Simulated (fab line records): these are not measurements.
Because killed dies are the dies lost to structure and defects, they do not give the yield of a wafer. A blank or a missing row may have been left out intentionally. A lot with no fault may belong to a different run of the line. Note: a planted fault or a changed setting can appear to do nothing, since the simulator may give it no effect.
Which tool was responsible?	flow sky130	6 lots, 18 wafers sampled, at 3 steps of a route of 708

## WHAT THE GAUGES SHOWED, per wafer
SKY_NWELL_RS_MEAS_29: measures by four-point-probe.
lot	measured	on	NWELL_RS (ohm/sq)
L294	day 5 22:59	film-metro-04	622.2 621.8 622.0
L297	day 6 20:13	film-metro-01	626.5 625.5 624.2
L299	day 7 06:53	film-metro-04	623.7 625.9 626.0
L308	day 9 14:17	film-metro-03	641.6 643.0 642.0
L311	day 10 09:24	film-metro-01	623.8 624.1 624.2
L314	day 11 11:00	film-metro-03	625.9 628.7 626.0

## EACH LOT AND THE TOOL THAT RAN IT (in order: tool; ch and the chambers of the sampled wafers; start)
lot	SKY_FIELD_ISO_ETCH_14	SKY_NWELL_IMPLANT_11
L294	rie-diel-03 ch 0,1,3, day 2 19:26	implanter-03 ch 0, day 5 04:20
L297	rie-diel-03 ch 0,1,3, day 3 13:29	implanter-01 ch 0, day 6 00:19
L299	rie-diel-03 ch 0,2, day 3 22:28	implanter-03 ch 0, day 6 10:56
L308	rie-diel-04 ch 0,1,3, day 5 20:20	implanter-03 ch 0, day 8 15:47
L311	rie-diel-02 ch 0,1,2, day 6 12:18	implanter-02 ch 0, day 9 09:59
L314	rie-diel-03 ch 1,2, day 7 06:29	implanter-02 ch 0, day 10 09:56
- SKY_FIELD_ISO_ETCH_14: etches BARC in N2/H2, stops on SiO2, time 45.9 s, target depth 60 nm.
- SKY_NWELL_IMPLANT_11

## THE ANSWER, worked out from the rows above alone
Rule: the lots themselves supply what counts as usual. The widest of any qualifying gaps counts: lots, ordered by their means at a reading, are off when they make up no more than a third of the lots, leave a main group of 4 or more, and stand apart from it by 3 or more times the standard deviation of that group's means. A main group whose means are all the same, to the digits that the tables above print for the reading, isn't used. Also off: a lot with no number at a reading for which 4 or more lots have one. Where the step has rows for the other lots, those lots are counted as sound.
Off: at SKY_NWELL_RS_MEAS_29 (NWELL_RS), L308. The main group has a mean of 624.7 ohm/sq with a standard deviation of 1.6.
If a tool, at a process step before that reading, ran all the lots that are off and no sound lot after the first of them, it fits. Gauges at SKY_NWELL_RS_MEAS_29: tried the same way as those tools. Can't be told from this: 2 tools fit, rie-diel-04 at SKY_FIELD_ISO_ETCH_14, implanter-03 at SKY_NWELL_IMPLANT_11.

## WHAT THE SIMULATOR HAD PUT IN
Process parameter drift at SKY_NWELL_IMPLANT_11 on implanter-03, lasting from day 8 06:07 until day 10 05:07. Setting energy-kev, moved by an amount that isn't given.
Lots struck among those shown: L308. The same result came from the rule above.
